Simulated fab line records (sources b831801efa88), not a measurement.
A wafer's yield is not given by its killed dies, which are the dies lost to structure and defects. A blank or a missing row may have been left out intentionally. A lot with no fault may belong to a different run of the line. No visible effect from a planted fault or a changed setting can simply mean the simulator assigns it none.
8D (eight disciplines) problem report, filled in by code || flow sky130 || the parts of the form that need people (team, actions taken, sign-off) are left out

== 1. THE ISSUE ==
beamEnergyKeV at SKY_LDD_LDN_IMPLANT_11 reads a mean of 15.807 on 6 wafers of 2 lots; wafers without a fault read 15.000 with a standard deviation of 0.0046. That is +99 or more standard deviations from the usual mean.
First observed at day 29 03:46: wafer L856.1, on implanter-04. At this step, 39 wafers from 13 lots have a number in the record. Rule for "out" (also "out of limits"): further than 4 standard deviations from the usual mean. All remaining wafers that have a number are taken as sound.

== 2. WHAT THIS IS AND IS NOT ==
{"question": "which readings at this step", "is": "beamEnergyKeV", "is not": "rotationDeg"}
{"question": "which lots", "is": "L856, L857", "is not": "L840, L844, L845, L847, L848, L852, L858, L860, L861, L862, L863"}
{"question": "which wafers of those lots", "is": "all that have a number", "is not": "-"}
{"question": "read on which tools", "is": "implanter-04", "is not": "implanter-02, implanter-03"}
{"question": "when", "is": "from day 29 03:46", "is not": "up to then (18 sound wafers); but 15 sound wafers of L858, L860, L861, L862, L863 came after"}

== 3. SUSPECTS, AND WHAT RULES EACH OUT ==
Counting: a tool at a process step up to the reading stays a suspect if it ran every lot that is out and no sound lot after the first of them.
- implanter-04 at SKY_LDD_LDN_IMPLANT_11: kept. It ran every lot that is out, first L856 (day 29 03:46), and no sound lot after that; its last sound lot up to then is L852 (day 27 16:59). Its own readings are out on those wafers: beamEnergyKeV.
Remaining after the count: implanter-04 at SKY_LDD_LDN_IMPLANT_11.

== 4. THE CAUSE (what the simulator had put in) ==
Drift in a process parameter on implanter-04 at SKY_LDD_LDN_IMPLANT_11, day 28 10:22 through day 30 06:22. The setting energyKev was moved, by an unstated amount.
After counting, this tool was the only one left.

== 5. THE CHAIN OF EFFECTS, in route order ==
Each row: a reading where the mean over the struck wafers with a number is more than 3 standard deviations away from the usual. Scope: only readings with a usual standard deviation given in the record; hours: median across lots of the time from each lot's start at the first step in this table that gives one to its start at this step; sigmas: change in usual standard deviations.
{"hours": 0, "step": "SKY_LDD_LDN_IMPLANT_11", "reading": "beamEnergyKeV", "usual": 15.000, "on struck wafers": 15.807, "change": "+0.807", "sigmas": "+99 or more"}
The process steps in it:
- SKY_LDD_LDN_IMPLANT_11
At these later measuring or inspecting steps, every struck wafer for which the step has a row has a number for every such reading, and none has moved that far: SKY_POLY_CUT_CD_MEAS_08.

== 6. HOW IT WOULD HAVE BEEN CAUGHT EARLIER ==
17 hours passed between the start of the fault at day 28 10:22 and the first reading out of limits in this record, taken at day 29 03:46.
